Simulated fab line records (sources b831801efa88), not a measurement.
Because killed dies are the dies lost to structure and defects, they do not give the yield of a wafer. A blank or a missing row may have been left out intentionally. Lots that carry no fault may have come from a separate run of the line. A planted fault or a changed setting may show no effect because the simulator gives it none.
The tool behind it: which one? | flow gf180mcu | 6 lots, 18 wafers sampled, at 3 steps of a route of 602

== WHAT EACH GAUGE READ, for each wafer ==
GF_MIM_THK_MEAS_06.
lot  | measured     | on            | MIM_CVD_05_THK (nm)
L297 | day 24 22:30 | film-metro-04 | 43.3 42.3 43.1
L299 | day 25 07:46 | film-metro-02 | 42.2 42.0 42.5
L306 | day 28 05:07 | film-metro-04 | 41.6 41.4 42.2
L308 | day 28 17:44 | film-metro-04 | 42.0 42.2 43.1
L312 | day 29 15:02 | film-metro-01 | 41.5 42.3 42.4
L318 | day 31 00:39 | film-metro-01 | 41.6 42.5 42.5

== WHICH TOOL RAN EACH LOT (tool, then ch and the chambers of the sampled wafers, then the start) ==
lot  | GF_M2_STRIP_17                       | GF_V4_CMP_26
L297 | plasma-asher-02 ch 0,1, day 19 14:53 | cmp-01 ch 0,3, day 24 21:58
L299 | plasma-asher-01 ch 0,1, day 20 01:41 | cmp-02 ch 0,1,3, day 25 07:15
L306 | plasma-asher-02 ch 0,1, day 23 09:47 | cmp-01 ch 2,3, day 28 04:37
L308 | plasma-asher-01 ch 0,1, day 24 00:16 | cmp-02 ch 1,2,3, day 28 17:19
L312 | plasma-asher-03 ch 0,1, day 25 02:14 | cmp-01 ch 0,1, day 29 14:32
L318 | plasma-asher-01 ch 0,1, day 26 15:59 | cmp-01 ch 0,2,3, day 31 00:05
- GF_M2_STRIP_17: strips in O2/N2.
- GF_V4_CMP_26: polishes, stops on SiO2, t overpolish 15 s, target thk 0 nm.

== THE ANSWER, worked out from the rows above alone ==
Rule: the usual values come from the lots themselves. The widest of any qualifying gaps counts: lots, ordered by their means at a reading, are off when they make up no more than a third of the lots, leave a main group of 4 or more, and stand apart from it by 3 or more times the standard deviation of that group's means. A main group whose means are all the same, to the digits that the tables above print for the reading, isn't used. Also off: a lot with no number at a reading for which 4 or more lots have one. Where the step has rows for the other lots, those lots are counted as sound.
No lot is off at any reading shown: from this, nothing can be told.

== WHAT WAS PUT IN BY THE SIMULATOR ==
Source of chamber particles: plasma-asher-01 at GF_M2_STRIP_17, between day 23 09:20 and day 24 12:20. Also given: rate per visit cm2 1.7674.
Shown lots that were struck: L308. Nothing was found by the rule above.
